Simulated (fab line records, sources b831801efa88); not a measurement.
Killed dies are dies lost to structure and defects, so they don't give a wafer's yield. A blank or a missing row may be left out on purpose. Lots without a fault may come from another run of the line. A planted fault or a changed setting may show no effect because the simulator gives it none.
One fault seen from 2 desks | flow gf180mcu | each desk has only its own numbers; what lay behind them comes last

THE METROLOGY DESK
What the gauges read, lot by lot, whatever tool the lot ran on: means of the sampled wafers that have a number. A lot is out of limits, marked OUT, if its mean lies more than 4 standard deviations from the usual mean; the brackets give that distance.
Columns: A = M2_ALCU_THK at GF_M2_THK_MEAS_06, usual 452 nm
lot  | first seen here | A
L641 | day 18 04:46    | 463
L642 | day 18 15:18    | 445
L643 | day 19 08:15    | 450
L645 | day 20 03:57    | 449
L646 | day 20 11:01    | 448
L647 | day 20 16:32    | 445
L649 | day 21 18:41    | 453
L650 | day 22 00:53    | 450
L651 | day 22 08:46    | 455
L655 | day 23 15:40    | 459
L660 | day 26 00:49    | 448
L662 | day 26 01:14    | 454
This desk's finding: nothing out of limits on any of the 12 lots.

THE TOOL OWNER'S DESK: rie_diel-02
The tool's own readings at GF_V2_ETCH_17 (etches SiO2 in C4F8/O2/Ar, stops on TiN, target depth 630 nm): means of the sampled wafers that have a number, for each lot that ran on this tool. A lot is out of limits, marked OUT, if its mean lies more than 4 standard deviations from the usual mean; the brackets give that distance.
Columns: A = bias_w at GF_V2_ETCH_17, usual 1200 W; B = oes_product_au at GF_V2_ETCH_17, usual 0.856 a.u.
lot  | first seen here | A               | B
L641 | day 20 04:00    | 1199            | 0.855
L647 | day 22 17:00    | 1201            | 0.856
L649 | day 23 18:00    | 1199            | 0.856
L655 | day 25 17:00    | 1200            | 0.859
L660 | day 27 19:00    | 1215 (+4.2) OUT | 0.854
This desk's finding: out of limits on L660; first on L660, day 27 19:00 (bias_w at GF_V2_ETCH_17). In limits: L641, L647, L649, L655.

PUT TOGETHER
The tool owner's desk could have raised an alarm at day 27 19:00, on L660.
The metrology desk saw nothing out of limits.
The metrology desk has L660 on record, within its limits.
Of the lots named, all ran GF_V2_ETCH_17 on rie_diel-02.

WHAT THE SIMULATOR HAD PUT IN
Process parameter drift: rie_diel-02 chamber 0, from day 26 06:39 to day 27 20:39, at GF_V2_ETCH_17. Setting bias_w, moved by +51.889, from 1200. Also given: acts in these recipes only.
Lots struck among those shown: L660.
Hours from the fault's start to each desk's first reading out of limits: the tool owner's desk, 36.
